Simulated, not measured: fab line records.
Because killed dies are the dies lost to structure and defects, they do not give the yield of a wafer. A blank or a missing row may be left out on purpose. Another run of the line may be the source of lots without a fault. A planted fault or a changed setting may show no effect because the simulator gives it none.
What tool caused it? ; flow gf180mcu ; 36 wafers from 12 lots sampled at 4 of the route's 602 steps

WHAT THE GAUGES SHOWED, per wafer
GF_V3_RS_MEAS_24: uses a four-point probe to measure. Usual: V3_W_RS typically reads 0.308 ohm/sq, with standard deviation 0.0035.
lot;measured;on;V3_W_RS (ohm/sq);flag
L266;day 21 19:14;film_metro-02;0.307 0.309 0.308;
L268;day 22 17:26;film_metro-02;0.306 0.307 0.307;
L269;day 23 09:07;film_metro-04;0.310 0.311 0.312;
L270;day 24 08:05;film_metro-01;0.310 0.308 0.311;
L273;day 24 22:16;film_metro-01;0.305 0.306 0.304;
L283;day 28 05:38;film_metro-04;0.312 0.311 0.309;
L284;day 28 11:12;film_metro-04;0.317 0.318 0.315;
L285;day 28 14:58;film_metro-04;0.306 0.310 0.315;
L286;day 28 20:08;film_metro-02;0.312 0.309 0.311;
L287;day 28 22:41;film_metro-04;0.301 0.302 0.305;
L288;day 29 05:15;film_metro-04;0.307 0.306 0.301;
L289;day 29 13:13;film_metro-01;0.313 0.313 0.316;

GF_MIM_THK_MEAS_06. Usual: MIM_CVD_05_THK typically reads 42.0 nm, with standard deviation 0.51.
lot;measured;on;MIM_CVD_05_THK (nm);flag
L266;day 23 20:53;film_metro-03;42.1 42.1 42.3;
L268;day 24 17:46;film_metro-04;40.8 41.8 42.4;
L269;day 25 09:17;film_metro-04;42.1 42.0 42.8;
L270;day 26 06:35;film_metro-04;41.4 41.3 42.7;
L273;day 26 19:50;film_metro-03;45.6 42.2 43.0;OFF
L283;day 29 23:07;film_metro-03;41.5 42.6 42.6;
L284;day 30 05:09;film_metro-04;41.1 41.9 41.8;
L285;day 30 08:35;film_metro-04;41.6 42.5 42.2;
L286;day 30 12:40;film_metro-03;41.9 42.6 42.4;
L287;day 30 15:31;film_metro-03;41.0 41.2 41.5;
L288;day 30 22:07;film_metro-04;41.9 42.2 42.2;
L289;day 31 05:37;film_metro-03;42.0 42.8 42.4;

WHICH TOOL RAN EACH LOT (tool, then ch and the chambers of the sampled wafers, then the start)
lot;GF_V3_ETCH_17;GF_MIM_CVD_05
L266;rie_diel-02 ch 2,3, day 21 19:14 or earlier;pecvd-01 ch 1,2, day 23 20:51
L268;rie_diel-02 ch 1,2,3, day 22 17:26 or earlier;pecvd-02 ch 0,1,2, day 24 17:43
L269;rie_diel-02 ch 0,2,3, day 23 09:07 or earlier;pecvd-03 ch 0,1, day 25 09:14
L270;rie_diel-02 ch 0,1,3, day 24 08:05 or earlier;pecvd-03 ch 0,1,2, day 26 06:34
L273;rie_diel-02 ch 0,2,3, day 24 22:16 or earlier;pecvd-02 ch 0,2, day 26 19:48
L283;rie_diel-01 ch 0,1,2, day 28 05:38 or earlier;pecvd-03 ch 1,2, day 29 23:05
L284;rie_diel-01 ch 1,2,3, day 28 11:12 or earlier;pecvd-02 ch 0,1, day 30 05:07
L285;rie_diel-03 ch 1,2, day 28 14:58 or earlier;pecvd-03 ch 0,2, day 30 08:34
L286;rie_diel-03 ch 0,1,2, day 28 20:08 or earlier;pecvd-01 ch 0,1, day 30 12:38
L287;rie_diel-01 ch 0,2, day 28 22:41 or earlier;pecvd-03 ch 0,2, day 30 15:29
L288;rie_diel-03 ch 0,1,3, day 29 05:15 or earlier;pecvd-02 ch 0,1, day 30 22:05
L289;rie_diel-02 ch 0,2, day 29 13:13 or earlier;pecvd-03 ch 1,2, day 31 05:35
- GF_V3_ETCH_17: etches SiO2 in C4F8/O2/Ar, stops on TiN, target depth 635 nm.
- GF_MIM_CVD_05: deposits Si3N4, target thk 42 nm, time 29.086 s.

WHAT THE TOOLS THEMSELVES READ (means of the sampled wafers that have a number; where no wafer has one, the mark that the record gives instead)
GF_V3_ETCH_17. Usual: 0.856 a.u. for oes_product_au, sd 0.0047.
lot;tool;oes_product_au (a.u.);flag
L266;rie_diel-02;0.861;
L268;rie_diel-02;0.857;
L269;rie_diel-02;0.857;
L270;rie_diel-02;0.853;
L273;rie_diel-02;0.852;
L283;rie_diel-01;0.855;
L284;rie_diel-01;0.860;
L285;rie_diel-03;0.854;
L286;rie_diel-03;0.858;
L287;rie_diel-01;0.851;
L288;rie_diel-03;0.856;
L289;rie_diel-02;0.854;

GF_MIM_CVD_05. Usual: heater_power_w 674 W, standard deviation 98; run_length_s 57.1 s, standard deviation 0.39.
lot;tool;heater_power_w (W);run_length_s (s);flag
L266;pecvd-01;655;57.1;
L268;pecvd-02;667;57.0;
L269;pecvd-03;575;56.8;
L270;pecvd-03;666;57.2;
L273;pecvd-02;704;58.3;OFF
L283;pecvd-03;775;57.1;
L284;pecvd-02;626;56.9;
L285;pecvd-03;700;57.1;
L286;pecvd-01;705;57.1;
L287;pecvd-03;668;57.2;
L288;pecvd-02;705;56.9;
L289;pecvd-03;739;56.6;

THE ANSWER, worked out from the rows above alone
Rule: take the mean of a lot's wafers that have a number; if it is more than 3 standard deviations from the usual mean, the lot is off. A lot without any number at a reading at which 4 lots or more have one is off too. The other lots that the step has rows for count as sound. Order of review: gauges by route order, followed by the tools' own readings, for which a lot's mean as printed above is used. At the first step where some lot is off, the reading lying furthest off is the one used; lots without a number count as furthest.
Off: L273, seen at GF_MIM_THK_MEAS_06 (MIM_CVD_05_THK).
If a tool, at a process step before that reading, ran all the lots that are off and no sound lot after the first of them, it fits. Not tried: the gauges at GF_MIM_THK_MEAS_06; whatever is off there is also off at GF_MIM_CVD_05, on other tools, and gauge error can't account for it. Because GF_V3_ETCH_17 lacks a start for some lots, the hours and order of its lots are taken from GF_V3_RS_MEAS_24. None of those tried fits.

WHAT HAD BEEN PUT IN BY THE SIMULATOR
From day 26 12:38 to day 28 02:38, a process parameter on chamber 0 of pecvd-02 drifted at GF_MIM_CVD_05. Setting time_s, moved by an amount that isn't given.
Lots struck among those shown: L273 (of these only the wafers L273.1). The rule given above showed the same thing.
